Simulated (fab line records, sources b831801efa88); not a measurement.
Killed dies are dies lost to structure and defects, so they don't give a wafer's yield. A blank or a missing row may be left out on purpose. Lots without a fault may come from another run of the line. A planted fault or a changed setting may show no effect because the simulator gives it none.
A struck lot beside a sound one | flow sky130 | 15 steps out of a route of 708
Sound: wafers L299.2, L299.4, L299.5. Struck: wafers L289.2, L289.5. (L289.6 of the same lot was not struck and is left out.) The cause comes at the end.
At each step with rows: each side's tool, then ch and its chambers, then its first start. Under that, the readings that differ: sound wafers | struck wafers | difference of the means | sigmas: that difference in standard deviations of wafers without a fault.
alike: readings whose means differ by less than 2 such deviations, and words and numbers that are the same on both sides. not compared: withheld readings, readings that some wafer has no value for, bounds like >300 that may hide the same value, and numbers for which the record gives no deviation and whose values overlap.
The two part at a step that has a row with sigmas, a row that says differs or no value, or rows on one side only. Numbers that don't overlap but have no deviation are shown without sigmas and don't part them. A reading that every wafer of one side lacks parts them only if that side has two wafers or more.

SKY_CONTACT_ETCH_17: etches SiO2 in C4F8/O2/Ar, stops on Si3N4, target depth 340 nm.
  sound on rie_diel-01 ch 2,3, day 36 22:49; struck on rie_diel-01 ch 0,2, day 32 23:35
  alike: oes_product_au
SKY_CONTACT_ETCH_18: etches Si3N4 in CHF3/O2, stops on TiN, time 39 s, target depth 75 nm.
  sound on rie_diel-01 ch 2,3; struck on rie_diel-01 ch 0,2
  alike: drypump_motor_current_A, oes_product_au, throttle_valve_pct
  not compared: rf_hours_counter_h
SKY_CONTACT_STRIP_19: strips in O2/N2.
  sound on plasma_asher-03 ch 0,1, day 36 22:54; struck on plasma_asher-01 ch 0,1, day 32 23:40
  alike: drypump_motor_current_A, oes_product_au, strip_time_to_endpoint_s
  not compared: rf_hours_counter_h
then, 5 steps without rows for these wafers: SKY_CONTACT_STRIP_20 (strips in post etch residue remover, time 1200 s); SKY_CONTACT_CLEAN_21 (cleans in IPA, time 180 s); SKY_CONTACT_CLEAN_22 (cleans in O3/DIW); SKY_CONTACT_SPUTTER_23 (material TiN, target thk 20 nm, time 80 s); SKY_CONTACT_CVD_24 (deposits W, target thk 340 nm, time 102.12 s).
SKY_CONTACT_RS_MEAS_25: measures by four-point-probe.
  sound on film_metro-04, day 36 23:43; struck on film_metro-02, day 33 00:29
  alike: CONTACT_W_RS
SKY_CONTACT_THK_MEAS_26: measures by xrf.
  sound on film_metro-04, day 36 23:50; struck on film_metro-02, day 33 00:36
  alike: CONTACT_W_THK
then, 1 step without rows for these wafers: SKY_CONTACT_CMP_27 (polishes, stops on SiO2, t overpolish 15 s, target thk 0 nm).
SKY_METAL1_SPUTTER_00: material Ti, target thk 15 nm, time 10 s.
  sound on pvd_sputter-04, day 37 00:11; struck on pvd_sputter-04, day 33 00:57
  alike: throttle_valve_pct
SKY_METAL1_SPUTTER_01: material TiN, target thk 20 nm, time 16.7 s.
  sound on pvd_sputter-04, day 37 00:12; struck on pvd_sputter-04, day 33 00:59
  reading                                    | sound             | struck      | difference | sigmas
  model.TiN_of_METAL1_SPUTTER_01.thk_nm (nm) | 20.02 20.04 20.03 | 19.37 19.04 | -0.83      |
  alike: throttle_valve_pct
SKY_METAL1_SPUTTER_02: material AlCu, target thk 250 nm, time 13.3 s.
  sound on pvd_sputter-04, day 37 00:13; struck on pvd_sputter-04, day 33 01:00
  alike: throttle_valve_pct
then, 1 step without rows for these wafers: SKY_PAD_OPEN_PROBE_99.

WHERE THEY PART
Nowhere in this record.

WHY: what the simulator had put in
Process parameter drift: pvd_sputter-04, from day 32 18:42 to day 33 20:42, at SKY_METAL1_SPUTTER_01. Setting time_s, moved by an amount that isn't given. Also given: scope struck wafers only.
